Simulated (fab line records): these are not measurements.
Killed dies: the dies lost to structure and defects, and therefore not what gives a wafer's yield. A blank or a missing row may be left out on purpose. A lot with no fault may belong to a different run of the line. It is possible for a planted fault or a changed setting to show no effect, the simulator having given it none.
fab line records	flow sky130	part 1 of 2: steps 1 to 29 of 41
[record] lots = 5	wafers = 15	last-day = 50
route steps=708 shown VT_ADJUST_LVTN@99 VT_ADJUST_NCORE@119 VT_ADJUST_HVTR@131
lots that met no fault: from a run of the same line without faults
start-h: hours from the record's opening day to when the first of the lot's shown wafers began	wait-h: hours from the lot's prior step to this one	" repeats the value in the row above	L1.1+2: a single row standing in for several wafers	- no value, or no start given	* or withheld: withheld	< > ~ a bound
route shown NAME@n: a module of which the file shows steps, and the number in the route of the first	usual: mean/standard deviation of fault-free wafers	same: alike in all rows	chamber/n: place in a boat	sites: the reading at each site	_std_site: standard deviation of those values	_edge_site: outer sites' mean less inner sites'	radius-mm: how far each site lies from the wafer's centre	mask NAME#n: copy n	behind: the tool/chamber that last shaped the wafer	hold: what put the lot on hold/how long, in hours/how the hold closed	device: names the non-switching transistor (n, p or np)	end of line: the tests these same wafers got at the end of their route	a step with no rows: only its recipe	killed: dies that structure and defects cost at the first sort, which is not the same as the wafer's yield	map: a wafer's dies, x killed, . not, _ none there
set.NAME: the setting as run; set.NAME@STEP: as run at that earlier step	model.NAME: the simulator's own value behind a step, which no gauge read
lots at selected steps of the route; one table per step, one row per wafer
services: the hour from which a tool's chamber was out of use, counted from the record's first day as start-h (under 0 if before that day), plus the number of hours and why
[[steps]]
[step SKY_VT_ADJUST_LVTN_COAT_02]
[recipe] spin-rpm = 2000	resist-thk-nm = 3000
lot.wafer	tool	chamber	start-h	wait-h
L076.1+2+3	litho-track-03	0	143.97	0.1
L089.1+2+5	litho-track-04	0	232.92	0.1
L091.1+2+3	litho-track-02	0	243.18	0.1
L094.2+4+5	litho-track-03	0	268.19	0.1
L096.1+3+5	litho-track-03	0	277.62	0.1
[step SKY_VT_ADJUST_LVTN_SOFTBAKE_03]
[recipe] temp-c = 110	time-s = withheld
lot.wafer	tool	chamber	start-h	wait-h
L076.1+2+3	litho-track-03	0	144.12	0.1
L089.1+2+5	litho-track-04	0	233.07	0.1
L091.1+2+3	litho-track-02	0	243.33	0.1
L094.2+4+5	litho-track-03	0	268.35	0.1
L096.1+3+5	litho-track-03	0	277.77	0.1
[step SKY_VT_ADJUST_LVTN_EXPOSE_04]
[recipe] mask-id = NWM_COMPLEMENT_LESS_NATIVE	na = 0.6	source-shape = conventional	sigma-outer = 0.6	polarization = unpolarized	target-cd-nm = 840	dose-mj = 194
[usual] focus-offset-nm = -0.1/0.55
lot.wafer	tool	chamber	start-h	wait-h	mask	focus-offset-nm
L076.1	iline-stepper-01	0	-	-	NWM_COMPLEMENT_LESS_NATIVE#0	0.4
L076.2	"	0	"	"	NWM_COMPLEMENT_LESS_NATIVE#0	0.0
L076.3	"	0	"	"	NWM_COMPLEMENT_LESS_NATIVE#0	0.3
L089.1	iline-stepper-01	0	-	-	NWM_COMPLEMENT_LESS_NATIVE#0	0.8
L089.2	"	0	"	"	NWM_COMPLEMENT_LESS_NATIVE#0	-0.2
L089.5	"	0	"	"	NWM_COMPLEMENT_LESS_NATIVE#0	-0.3
L091.1	iline-stepper-01	0	-	-	NWM_COMPLEMENT_LESS_NATIVE#0	0.3
L091.2	"	0	"	"	NWM_COMPLEMENT_LESS_NATIVE#0	-0.1
L091.3	"	0	"	"	NWM_COMPLEMENT_LESS_NATIVE#0	-0.9
L094.2	iline-stepper-01	0	-	-	NWM_COMPLEMENT_LESS_NATIVE#0	0.5
L094.4	"	0	"	"	NWM_COMPLEMENT_LESS_NATIVE#0	0.3
L094.5	"	0	"	"	NWM_COMPLEMENT_LESS_NATIVE#0	0.3
L096.1	iline-stepper-01	0	-	-	NWM_COMPLEMENT_LESS_NATIVE#0	0.3
L096.3	"	0	"	"	NWM_COMPLEMENT_LESS_NATIVE#0	0.6
L096.5	"	0	"	"	NWM_COMPLEMENT_LESS_NATIVE#0	-0.7
[step SKY_VT_ADJUST_LVTN_PEB_05]
[recipe] temp-c = 115	time-s = withheld
lot.wafer	tool	chamber	start-h	wait-h
L076.1+2+3	litho-track-04	0	-	-
L089.1+2+5	litho-track-04	0	-	-
L091.1+2+3	litho-track-03	0	-	-
L094.2+4+5	litho-track-04	0	-	-
L096.1+3+5	litho-track-03	0	-	-
[step SKY_VT_ADJUST_LVTN_DEVELOP_06]
[recipe] wall-angle-deg = 90	developer = TMAH	develop-time-s = 60	dev-temp-c = 23
lot.wafer	tool	chamber	start-h	wait-h
L076.1+2+3	litho-track-04	0	-	-
L089.1+2+5	litho-track-04	0	-	-
L091.1+2+3	litho-track-03	0	-	-
L094.2+4+5	litho-track-04	0	-	-
L096.1+3+5	litho-track-03	0	-	-
[step SKY_VT_ADJUST_LVTN_OVL_MEAS_07]
[usual] VT_ADJUST_LVTN_OVL = 0.9/1.6
lot.wafer	tool	chamber	start-h	wait-h	VT_ADJUST_LVTN_OVL[nm]
L076.1	overlay-02	-	153.72	-	2.7
L076.2	"	-	"	"	-0.2
L076.3	"	-	"	"	1.7
L089.1	overlay-01	-	245.12	-	1.7
L089.2	"	-	"	"	0.9
L089.5	"	-	"	"	0.4
L091.1	overlay-01	-	254.72	-	-1.0
L091.2	"	-	"	"	1.7
L091.3	"	-	"	"	1.7
L094.2	overlay-01	-	280.03	-	1.2
L094.4	"	-	"	"	-0.6
L094.5	"	-	"	"	-0.3
L096.1	overlay-01	-	289.67	-	-0.6
L096.3	"	-	"	"	2.4
L096.5	"	-	"	"	1.3
[step SKY_VT_ADJUST_LVTN_IMPLANT_08]
[recipe] species = B	energy-kev = 30	dose-cm2 = 1.57e+12	tilt-deg = withheld
[usual] beam-energy-keV = 29.999/0.0092	faraday-current-uA = 8.88/0.17
lot.wafer	tool	chamber	start-h	wait-h	beam-energy-keV	faraday-current-uA
L076.1	implanter-04	0	153.76	0.0	30.005	9.07
L076.2	"	0	"	"	30.003	9.02
L076.3	"	0	"	"	30.013	8.64
L089.1	implanter-01	0	245.16	0.0	29.980	8.94
L089.2	"	0	"	"	30.003	8.64
L089.5	"	0	"	"	29.991	8.61
L091.1	implanter-03	0	254.76	0.0	29.998	8.63
L091.2	"	0	"	"	29.993	8.73
L091.3	"	0	"	"	29.975	8.84
L094.2	implanter-03	0	280.08	0.0	30.012	8.87
L094.4	"	0	"	"	29.993	8.81
L094.5	"	0	"	"	29.991	8.93
L096.1	implanter-03	0	289.70	0.0	29.996	8.90
L096.3	"	0	"	"	29.995	8.90
L096.5	"	0	"	"	30.005	8.72
[step SKY_VT_ADJUST_LVTN_STRIP_09]
[recipe] chemistry = O2/N2	power-w = 1400	pressure-mtorr = 1500	platen-temp-c = withheld	o2-flow-sccm = 3000	n2-flow-sccm = 300	overash-fraction = 0.5
[usual] drypump-motor-current-A = 5.5/0.47	n2-flow-sccm = 299.9/0.96	o2-flow-sccm = 2999/9.2	oes-product-au = 0.722/0.0048	strip-time-to-endpoint-s = 36.96/0.1
lot.wafer	tool	chamber	start-h	wait-h	drypump-motor-current-A	n2-flow-sccm	o2-flow-sccm	oes-product-au	rf-hours-counter-h	strip-time-to-endpoint-s
L076.1	plasma-asher-03	1	153.91	0.1	5.9	299.8	2989	0.724	4	36.97
L076.2	"	0	"	"	5.0	300.5	3000	0.721	4	37.02
L076.3	"	1	"	"	5.9	299.5	2984	0.719	-	37.01
L089.1	plasma-asher-04	0	245.31	0.1	5.6	299.2	3004	0.728	39	36.95
L089.2	"	1	"	"	5.2	301.3	3000	0.726	39	37.02
L089.5	"	1	"	"	5.2	299.7	3005	0.727	-	36.96
L091.1	plasma-asher-04	0	254.91	0.1	5.6	300.8	2988	0.730	40	36.93
L091.2	"	1	"	"	5.1	297.7	2982	0.719	40	36.94
L091.3	"	0	"	"	5.6	300.0	3009	0.719	-	36.93
L094.2	plasma-asher-04	1	280.21	0.1	5.1	299.2	2987	0.723	43	37.08
L094.4	"	0	"	"	5.7	299.5	3000	0.724	-	37.01
L094.5	"	0	"	"	5.6	300.3	3003	0.726	-	37.20
L096.1	plasma-asher-02	0	289.85	0.1	6.8	300.3	3018	0.721	53	37.18
L096.3	"	0	"	"	6.8	300.5	3005	0.714	-	37.09
L096.5	"	1	"	"	5.3	300.0	3005	0.717	-	37.11
[step SKY_VT_ADJUST_LVTN_TW_MEAS_10]
[usual] VT_ADJUST_LVTN_TW = 239.0/2.1
lot.wafer	tool	chamber	start-h	wait-h	VT_ADJUST_LVTN_TW
L076.1	film-metro-02	-	154.01	0.1	238.5
L076.2	"	-	"	"	240.1
L076.3	"	-	"	"	238.1
L089.1	film-metro-03	-	245.41	0.1	237.5
L089.2	"	-	"	"	238.9
L089.5	"	-	"	"	239.5
L091.1	film-metro-02	-	255.01	0.1	236.6
L091.2	"	-	"	"	235.7
L091.3	"	-	"	"	236.2
L094.2	film-metro-01	-	280.32	0.1	242.7
L094.4	"	-	"	"	242.6
L094.5	"	-	"	"	242.2
L096.1	film-metro-01	-	289.95	0.1	241.6
L096.3	"	-	"	"	241.1
L096.5	"	-	"	"	240.6
[step SKY_VT_ADJUST_LVTN_DEHYDRATE_11]
[recipe] temp-c = 200	time-s = 60
lot.wafer	tool	chamber	start-h	wait-h
L076.1+2+3	litho-track-02	0	163.88	9.9
L089.1+2+5	litho-track-03	0	256.67	11.3
L091.1+2+3	litho-track-03	0	266.97	12.0
L094.2+4+5	litho-track-04	0	292.50	12.2
L096.1+3+5	litho-track-04	0	301.87	11.9
[step SKY_VT_ADJUST_LVTN_HMDS_12]
[recipe] prime-time-s = 60	prime-temp-c = 120
lot.wafer	tool	chamber	start-h	wait-h
L076.1+2+3	litho-track-02	0	164.03	0.1
L089.1+2+5	litho-track-03	0	256.82	0.1
L091.1+2+3	litho-track-03	0	267.12	0.1
L094.2+4+5	litho-track-04	0	292.65	0.1
L096.1+3+5	litho-track-04	0	302.02	0.1
[step SKY_VT_ADJUST_LVTN_COAT_13]
[recipe] resist = NOVOLAK	spin-rpm = 3000	resist-thk-nm = 1140
lot.wafer	tool	chamber	start-h	wait-h
L076.1+2+3	litho-track-02	0	164.18	0.1
L089.1+2+5	litho-track-03	0	256.97	0.1
L091.1+2+3	litho-track-03	0	267.27	0.1
L094.2+4+5	litho-track-04	0	292.80	0.1
L096.1+3+5	litho-track-04	0	302.17	0.1
[step SKY_VT_ADJUST_LVTN_SOFTBAKE_14]
[recipe] temp-c = 90	time-s = 60	resist = NOVOLAK
lot.wafer	tool	chamber	start-h	wait-h
L076.1+2+3	litho-track-02	0	164.33	0.1
L089.1+2+5	litho-track-03	0	257.12	0.1
L091.1+2+3	litho-track-03	0	267.42	0.1
L094.2+4+5	litho-track-04	0	292.95	0.1
L096.1+3+5	litho-track-04	0	302.32	0.1
[step SKY_VT_ADJUST_LVTN_EXPOSE_15]
[recipe] mask-id = HVN_STD_DERIVED	na = 0.6	source-shape = conventional	sigma-outer = 0.6	polarization = unpolarized	target-cd-nm = 600	dose-mj = 163
[usual] focus-offset-nm = -0.2/0.55
lot.wafer	tool	chamber	start-h	wait-h	mask	focus-offset-nm
L076.1	iline-stepper-01	0	-	-	HVN_STD_DERIVED#0	0.9
L076.2	"	0	"	"	HVN_STD_DERIVED#0	0.8
L076.3	"	0	"	"	HVN_STD_DERIVED#0	0.5
L089.1	iline-stepper-01	0	-	-	HVN_STD_DERIVED#0	-0.2
L089.2	"	0	"	"	HVN_STD_DERIVED#0	-0.9
L089.5	"	0	"	"	HVN_STD_DERIVED#0	-0.4
L091.1	iline-stepper-01	0	-	-	HVN_STD_DERIVED#0	0.4
L091.2	"	0	"	"	HVN_STD_DERIVED#0	-0.7
L091.3	"	0	"	"	HVN_STD_DERIVED#0	-1.1
L094.2	iline-stepper-01	0	-	-	HVN_STD_DERIVED#0	-0.2
L094.4	"	0	"	"	HVN_STD_DERIVED#0	0.0
L094.5	"	0	"	"	HVN_STD_DERIVED#0	0.1
L096.1	iline-stepper-02	0	-	-	HVN_STD_DERIVED#0	0.4
L096.3	"	0	"	"	HVN_STD_DERIVED#0	-0.4
L096.5	"	0	"	"	HVN_STD_DERIVED#0	-0.6
[step SKY_VT_ADJUST_LVTN_PEB_16]
[recipe] temp-c = withheld	time-s = *	resist = NOVOLAK
lot.wafer	tool	chamber	start-h	wait-h
L076.1+2+3	litho-track-04	0	-	-
L089.1+2+5	litho-track-03	0	-	-
L091.1+2+3	litho-track-03	0	-	-
L094.2+4+5	litho-track-02	0	-	-
L096.1+3+5	litho-track-02	0	-	-
[step SKY_VT_ADJUST_LVTN_DEVELOP_17]
[recipe] resist = NOVOLAK	developer = TMAH	develop-time-s = 60	dev-temp-c = 23
lot.wafer	tool	chamber	start-h	wait-h
L076.1+2+3	litho-track-04	0	174.52	0.1
L089.1+2+5	litho-track-03	0	269.47	0.1
L091.1+2+3	litho-track-03	0	279.32	0.1
L094.2+4+5	litho-track-02	0	304.85	0.1
L096.1+3+5	litho-track-02	0	315.23	0.1
[step SKY_VT_ADJUST_LVTN_OVL_MEAS_18]
[usual] VT_ADJUST_LVTN_01_OVL = -0.8/1.5
lot.wafer	tool	chamber	start-h	wait-h	VT_ADJUST_LVTN_01_OVL[nm]
L076.1	overlay-02	-	174.67	0.1	-0.4
L076.2	"	-	"	"	0.9
L076.3	"	-	"	"	-1.7
L089.1	overlay-01	-	269.62	0.1	-4.6
L089.2	"	-	"	"	-3.0
L089.5	"	-	"	"	-3.2
L091.1	overlay-01	-	279.47	0.1	0.2
L091.2	"	-	"	"	0.4
L091.3	"	-	"	"	-1.5
L094.2	overlay-01	-	304.98	0.1	-1.0
L094.4	"	-	"	"	0.0
L094.5	"	-	"	"	-1.7
L096.1	overlay-02	-	315.38	0.1	-0.4
L096.3	"	-	"	"	1.7
L096.5	"	-	"	"	0.1
[step SKY_VT_ADJUST_LVTN_IMPLANT_19]
[recipe] species = B	energy-kev = 30	dose-cm2 = 6.5e+11	tilt-deg = withheld
[usual] beam-energy-keV = 29.999/0.01	faraday-current-uA = 3.67/0.074
lot.wafer	tool	chamber	start-h	wait-h	beam-energy-keV	faraday-current-uA
L076.1	implanter-01	0	174.71	0.0	29.998	3.65
L076.2	"	0	"	"	29.985	3.79
L076.3	"	0	"	"	29.989	3.72
L089.1	implanter-03	0	269.66	0.0	29.994	3.65
L089.2	"	0	"	"	29.990	3.78
L089.5	"	0	"	"	29.992	3.71
L091.1	implanter-04	0	279.50	0.0	30.004	3.68
L091.2	"	0	"	"	29.996	3.62
L091.3	"	0	"	"	30.006	3.67
L094.2	implanter-03	0	305.04	0.0	30.003	3.82
L094.4	"	0	"	"	30.010	3.66
L094.5	"	0	"	"	30.006	3.56
L096.1	implanter-03	0	315.41	0.0	30.010	3.68
L096.3	"	0	"	"	30.019	3.55
L096.5	"	0	"	"	30.009	3.63
[step SKY_VT_ADJUST_LVTN_STRIP_20]
[recipe] chemistry = O2/N2	power-w = 1400	pressure-mtorr = 1500	platen-temp-c = withheld	o2-flow-sccm = 3000	n2-flow-sccm = 300	overash-fraction = 0.5
[usual] drypump-motor-current-A = 5.7/0.61	n2-flow-sccm = 300.0/0.85	o2-flow-sccm = 2999/8.4	oes-product-au = 0.715/0.0046	strip-time-to-endpoint-s = 14.17/0.036
lot.wafer	tool	chamber	start-h	wait-h	drypump-motor-current-A	n2-flow-sccm	o2-flow-sccm	oes-product-au	rf-hours-counter-h	strip-time-to-endpoint-s
L076.1	plasma-asher-03	1	174.86	0.1	5.9	300.1	2996	0.716	6	14.16
L076.2	"	0	"	"	5.1	298.9	3000	0.709	6	14.21
L076.3	"	1	"	"	5.9	299.9	2995	0.716	-	14.21
L089.1	plasma-asher-02	0	269.81	0.1	6.7	299.5	2982	0.719	51	14.10
L089.2	"	1	"	"	5.3	300.5	2999	0.719	51	14.10
L089.5	"	1	"	"	5.3	300.4	2997	0.724	-	14.12
L091.1	plasma-asher-03	0	279.65	0.1	5.0	300.7	3008	0.714	17	14.21
L091.2	"	1	"	"	5.9	301.5	3002	0.715	17	14.18
L091.3	"	1	"	"	5.9	302.7	3011	0.714	-	14.22
L094.2	plasma-asher-04	1	305.16	0.1	5.2	300.9	2993	0.718	45	14.19
L094.4	"	0	"	"	5.6	300.6	3002	0.716	-	14.13
L094.5	"	1	"	"	5.2	299.3	3000	0.718	-	14.18
L096.1	plasma-asher-02	0	315.56	0.1	6.7	299.4	3011	0.721	56	14.18
L096.3	"	0	"	"	6.8	300.3	2999	0.710	-	14.20
L096.5	"	1	"	"	5.3	299.8	2991	0.719	-	14.18
[step SKY_VT_ADJUST_LVTN_TW_MEAS_21]
[usual] VT_ADJUST_LVTN_2_TW = 184.8/1.8
lot.wafer	tool	chamber	start-h	wait-h	VT_ADJUST_LVTN_2_TW
L076.1	film-metro-03	-	174.96	0.1	185.1
L076.2	"	-	"	"	184.9
L076.3	"	-	"	"	185.6
L089.1	film-metro-03	-	269.91	0.1	185.9
L089.2	"	-	"	"	185.7
L089.5	"	-	"	"	185.5
L091.1	film-metro-02	-	279.75	0.1	182.6
L091.2	"	-	"	"	182.9
L091.3	"	-	"	"	183.4
L094.2	film-metro-01	-	305.27	0.1	187.3
L094.4	"	-	"	"	187.6
L094.5	"	-	"	"	188.2
L096.1	film-metro-02	-	315.66	0.1	182.9
L096.3	"	-	"	"	183.1
L096.5	"	-	"	"	184.2
[step SKY_VT_ADJUST_NCORE_DEHYDRATE_00]
[recipe] temp-c = 200	time-s = 60
lot.wafer	tool	chamber	start-h	wait-h
L076.1+2+3	litho-track-01	0	184.88	9.9
L089.1+2+5	litho-track-04	0	281.27	11.4
L091.1+2+3	litho-track-04	0	291.87	12.1
L094.2+4+5	litho-track-02	0	318.10	12.8
L096.1+3+5	litho-track-04	0	328.47	12.8
[step SKY_VT_ADJUST_NCORE_HMDS_01]
[recipe] prime-time-s = 60	prime-temp-c = 120
lot.wafer	tool	chamber	start-h	wait-h
L076.1+2+3	litho-track-01	0	185.03	0.1
L089.1+2+5	litho-track-04	0	281.42	0.1
L091.1+2+3	litho-track-04	0	292.02	0.1
L094.2+4+5	litho-track-02	0	318.25	0.1
L096.1+3+5	litho-track-04	0	328.62	0.1
[step SKY_VT_ADJUST_NCORE_COAT_02]
[recipe] resist = NOVOLAK	spin-rpm = 3000	resist-thk-nm = 1140
lot.wafer	tool	chamber	start-h	wait-h
L076.1+2+3	litho-track-01	0	185.18	0.1
L089.1+2+5	litho-track-04	0	281.57	0.1
L091.1+2+3	litho-track-04	0	292.17	0.1
L094.2+4+5	litho-track-02	0	318.40	0.1
L096.1+3+5	litho-track-04	0	328.77	0.1
[step SKY_VT_ADJUST_NCORE_SOFTBAKE_03]
[recipe] temp-c = 90	time-s = 60	resist = NOVOLAK
lot.wafer	tool	chamber	start-h	wait-h
L076.1+2+3	litho-track-01	0	185.33	0.1
L089.1+2+5	litho-track-04	0	281.72	0.1
L091.1+2+3	litho-track-04	0	292.32	0.1
L094.2+4+5	litho-track-02	0	318.55	0.1
L096.1+3+5	litho-track-04	0	328.92	0.1
[step SKY_VT_ADJUST_NCORE_EXPOSE_04]
[recipe] mask-id = LVTN_COMPLEMENT_THIN	na = 0.6	source-shape = conventional	sigma-outer = 0.6	polarization = unpolarized	target-cd-nm = 380	dose-mj = 139
[usual] focus-offset-nm = 0.0/0.54
lot.wafer	tool	chamber	start-h	wait-h	mask	focus-offset-nm
L076.1	iline-stepper-02	0	-	-	LVTN_COMPLEMENT_THIN#0	0.0
L076.2	"	0	"	"	LVTN_COMPLEMENT_THIN#0	0.0
L076.3	"	0	"	"	LVTN_COMPLEMENT_THIN#0	0.5
L089.1	iline-stepper-02	0	-	-	LVTN_COMPLEMENT_THIN#0	0.1
L089.2	"	0	"	"	LVTN_COMPLEMENT_THIN#0	0.1
L089.5	"	0	"	"	LVTN_COMPLEMENT_THIN#0	-0.4
L091.1	iline-stepper-01	0	-	-	LVTN_COMPLEMENT_THIN#0	0.0
L091.2	"	0	"	"	LVTN_COMPLEMENT_THIN#0	-0.4
L091.3	"	0	"	"	LVTN_COMPLEMENT_THIN#0	0.1
L094.2	iline-stepper-01	0	-	-	LVTN_COMPLEMENT_THIN#0	-0.7
L094.4	"	0	"	"	LVTN_COMPLEMENT_THIN#0	0.3
L094.5	"	0	"	"	LVTN_COMPLEMENT_THIN#0	-0.1
L096.1	iline-stepper-01	0	-	-	LVTN_COMPLEMENT_THIN#0	-1.4
L096.3	"	0	"	"	LVTN_COMPLEMENT_THIN#0	-0.2
L096.5	"	0	"	"	LVTN_COMPLEMENT_THIN#0	-0.5
[step SKY_VT_ADJUST_NCORE_PEB_05]
[recipe] temp-c = withheld	time-s = *	resist = NOVOLAK
lot.wafer	tool	chamber	start-h	wait-h
L076.1+2+3	litho-track-04	0	-	-
L089.1+2+5	litho-track-02	0	-	-
L091.1+2+3	litho-track-02	0	-	-
L094.2+4+5	litho-track-01	0	-	-
L096.1+3+5	litho-track-02	0	-	-
[step SKY_VT_ADJUST_NCORE_DEVELOP_06]
[recipe] resist = NOVOLAK	developer = TMAH	develop-time-s = 57.14	dev-temp-c = 23
lot.wafer	tool	chamber	start-h	wait-h
L076.1+2+3	litho-track-04	0	195.92	0.1
L089.1+2+5	litho-track-02	0	294.53	0.1
L091.1+2+3	litho-track-02	0	304.18	0.1
L094.2+4+5	litho-track-01	0	331.76	0.1
L096.1+3+5	litho-track-02	0	341.73	0.1
[step SKY_VT_ADJUST_NCORE_CD_MEAS_07]
[recipe] target-cd-nm = 380
[usual] cd-nm = 380.4/2.3
lot.wafer	tool	chamber	start-h	wait-h	cd-nm
L076.1	cd-sem-01	-	196.07	0.1	380.1
L076.2	"	-	"	"	378.8
L076.3	"	-	"	"	378.7
L089.1	cd-sem-02	-	294.68	0.1	374.5
L089.2	"	-	"	"	377.2
L089.5	"	-	"	"	376.6
L091.1	cd-sem-02	-	304.33	0.1	377.4
L091.2	"	-	"	"	379.5
L091.3	"	-	"	"	379.5
L094.2	cd-sem-01	-	331.90	0.1	380.2
L094.4	"	-	"	"	378.7
L094.5	"	-	"	"	377.1
L096.1	cd-sem-02	-	341.88	0.1	379.9
L096.3	"	-	"	"	380.5
L096.5	"	-	"	"	382.8
[step SKY_VT_ADJUST_NCORE_OVL_MEAS_08]
[usual] VT_ADJUST_NCORE_OVL = -0.2/1.3
lot.wafer	tool	chamber	start-h	wait-h	VT_ADJUST_NCORE_OVL[nm]
L076.1	overlay-02	-	196.19	0.1	0.8
L076.2	"	-	"	"	-1.6
L076.3	"	-	"	"	-0.3
L089.1	overlay-01	-	294.80	0.1	-1.4
L089.2	"	-	"	"	-0.9
L089.5	"	-	"	"	-1.0
L091.1	overlay-02	-	304.45	0.1	-0.3
L091.2	"	-	"	"	1.4
L091.3	"	-	"	"	0.2
L094.2	overlay-01	-	332.01	0.1	-0.2
L094.4	"	-	"	"	0.5
L094.5	"	-	"	"	2.0
L096.1	overlay-02	-	342.00	0.1	1.5
L096.3	"	-	"	"	-0.8
L096.5	"	-	"	"	0.5
